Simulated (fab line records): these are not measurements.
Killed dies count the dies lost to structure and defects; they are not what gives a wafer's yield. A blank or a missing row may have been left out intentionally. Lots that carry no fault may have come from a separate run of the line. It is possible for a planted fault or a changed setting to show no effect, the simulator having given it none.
Which tool is to blame? | flow gf180mcu | 6 lots, 18 wafers sampled, at 2 steps of a route of 602

== WHAT THE GAUGES READ, wafer by wafer ==
GF_V5_THK_MEAS_01.
lot  | measured     | on            | V5_CVD_00_THK (nm)
L541 | day 26 20:48 | film-metro-02 | 299.0 299.2 299.7
L544 | day 27 19:40 | film-metro-03 | 298.3 295.1 300.2
L546 | day 28 13:07 | film-metro-03 | 305.0 299.9 304.2
L548 | day 28 21:58 | film-metro-04 | 303.1 300.8 301.3
L552 | day 30 00:26 | film-metro-03 | 304.6 301.8 302.7
L558 | day 31 19:48 | film-metro-02 | 301.9 299.6 298.6

== WHICH TOOL RAN EACH LOT (tool, then ch and the chambers of the sampled wafers, then the start) ==
lot  | GF_M3_SPUTTER_03
L541 | pvd-sputter-02, day 20 23:41
L544 | pvd-sputter-02, day 22 02:38
L546 | pvd-sputter-02, day 22 21:32
L548 | pvd-sputter-02, day 23 08:19
L552 | pvd-sputter-01, day 24 16:42
L558 | pvd-sputter-01, day 26 17:59
- GF_M3_SPUTTER_03: material Ti, target thk 10 nm, time 6.7 s.

== THE ANSWER, worked out from the rows above alone ==
Rule: the lots themselves supply what counts as usual. Put in order of their means at a reading, lots are off if they are a third of the lots or fewer, leave a main group of 4 or more, and stand apart from it by a gap of 3 or more times the standard deviation of the main group's means; of several such gaps the widest counts. A main group whose means are all the same, to the digits that the tables above print for the reading, isn't used. A lot without any number at a reading at which 4 lots or more have one is off too. Any other lot the step has rows for is counted as sound.
Across all readings shown, no lot is off: no conclusion can be drawn from this.

== WHAT THE SIMULATOR HAD PUT IN ==
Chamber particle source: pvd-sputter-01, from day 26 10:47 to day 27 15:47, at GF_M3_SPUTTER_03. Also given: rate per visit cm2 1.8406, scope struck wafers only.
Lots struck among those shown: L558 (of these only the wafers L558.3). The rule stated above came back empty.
